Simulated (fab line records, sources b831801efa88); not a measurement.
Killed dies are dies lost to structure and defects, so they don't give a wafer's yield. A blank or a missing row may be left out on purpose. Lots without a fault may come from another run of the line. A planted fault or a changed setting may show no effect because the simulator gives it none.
Which tool did it? | flow sfq_line | 15 lots, 45 wafers sampled, at 2 steps of a route of 325

WHAT THE GAUGES READ, wafer by wafer
SFQ_I6_BOW_MEAS_941. Usual: I6_BOW 6 um, standard deviation 10.
lot  | measured     | on            | I6_BOW (um) | flag
L433 | day 77 18:11 | film_metro-01 | 12 7 11     |
L434 | day 77 21:10 | film_metro-01 | 15 21 22    |
L437 | day 78 03:23 | film_metro-03 | 2 1 8       |
L438 | day 78 04:25 | film_metro-02 | 0 14 5      |
L439 | day 78 09:25 | film_metro-01 | 15 2 11     |
L440 | day 78 12:25 | film_metro-01 | -3 -4 -3    |
L441 | day 78 13:22 | film_metro-02 | -9 -2 -2    |
L442 | day 78 15:25 | film_metro-01 | 5 12 12     |
L446 | day 79 07:28 | film_metro-03 | -2 12 15    |
L447 | day 79 11:03 | film_metro-01 | 6 12 16     |
L449 | day 80 04:38 | film_metro-02 | 0 -3 -7     |
L450 | day 80 07:04 | film_metro-01 | 9 2 19      |
L452 | day 80 19:38 | film_metro-01 | -14 -21 -17 |
L454 | day 81 03:10 | film_metro-02 | 12 26 21    |
L455 | day 81 04:17 | film_metro-03 | -4 8 14     |

WHICH TOOL RAN EACH LOT (tool, then ch and the chambers of the sampled wafers, then the start)
lot  | SFQ_TRILAYER_I6_DEP_PECVD_165
L433 | pecvd-02 ch 0,2, day 77 13:05
L434 | pecvd-03 ch 0,1, day 77 15:29
L437 | pecvd-04 ch 0,1,2, day 77 22:42
L438 | pecvd-02 ch 0,1,2, day 78 00:05
L439 | pecvd-04 ch 0,1,2, day 78 03:30
L440 | pecvd-04 ch 0,1,2, day 78 05:54
L441 | pecvd-03 ch 0,1,2, day 78 07:05
L442 | pecvd-02 ch 1,2, day 78 08:18
L446 | pecvd-03 ch 1,2, day 79 04:22
L447 | pecvd-02 ch 0,1, day 79 07:57
L449 | pecvd-03 ch 1,2, day 80 01:32
L450 | pecvd-04 ch 1,2, day 80 03:56
L452 | pecvd-04 ch 0,2, day 80 16:32
L454 | pecvd-04 ch 0,1, day 80 22:21
L455 | pecvd-02 ch 0,1, day 81 01:12
- SFQ_TRILAYER_I6_DEP_PECVD_165: deposits SiO2 from SiH4/N2O, time 111.11 s, target thk 500 nm.

WHAT THE TOOLS THEMSELVES READ (means of the sampled wafers that have a number; where no wafer has one, the mark that the record gives instead)
SFQ_TRILAYER_I6_DEP_PECVD_165. Usual: heater_power_w 81 W, standard deviation 16; throttle_valve_pct 24.5 %, standard deviation 1.3.
lot  | tool     | heater_power_w (W) | throttle_valve_pct (%) | flag
L433 | pecvd-02 | 68                 | 24.8                   |
L434 | pecvd-03 | 103                | 25.5                   |
L437 | pecvd-04 | 78                 | 23.1                   |
L438 | pecvd-02 | 70                 | 25.1                   |
L439 | pecvd-04 | 80                 | 23.1                   |
L440 | pecvd-04 | 71                 | 23.1                   |
L441 | pecvd-03 | 107                | 25.3                   |
L442 | pecvd-02 | 68                 | 24.7                   |
L446 | pecvd-03 | 102                | 25.3                   |
L447 | pecvd-02 | 67                 | 25.5                   |
L449 | pecvd-03 | 106                | 24.4                   |
L450 | pecvd-04 | 71                 | 23.5                   |
L452 | pecvd-04 | 82                 | 22.7                   |
L454 | pecvd-04 | 72                 | 23.4                   |
L455 | pecvd-02 | 67                 | 25.6                   |

THE ANSWER, worked out from the rows above alone
Rule: a lot is off if the mean of its wafers that have a number lies more than 3 standard deviations from the usual mean. A lot without any number at a reading at which 4 lots or more have one is off too. The other lots that the step has rows for count as sound. The gauges are gone through in route order, then the tools' own readings, and for those a lot's mean is taken as printed above. The first step at which some lot is off is used, and at that step the reading that is off furthest; a lot without a number counts as furthest.
No lot is off at any reading shown: from this, nothing can be told.

WHAT THE SIMULATOR HAD PUT IN
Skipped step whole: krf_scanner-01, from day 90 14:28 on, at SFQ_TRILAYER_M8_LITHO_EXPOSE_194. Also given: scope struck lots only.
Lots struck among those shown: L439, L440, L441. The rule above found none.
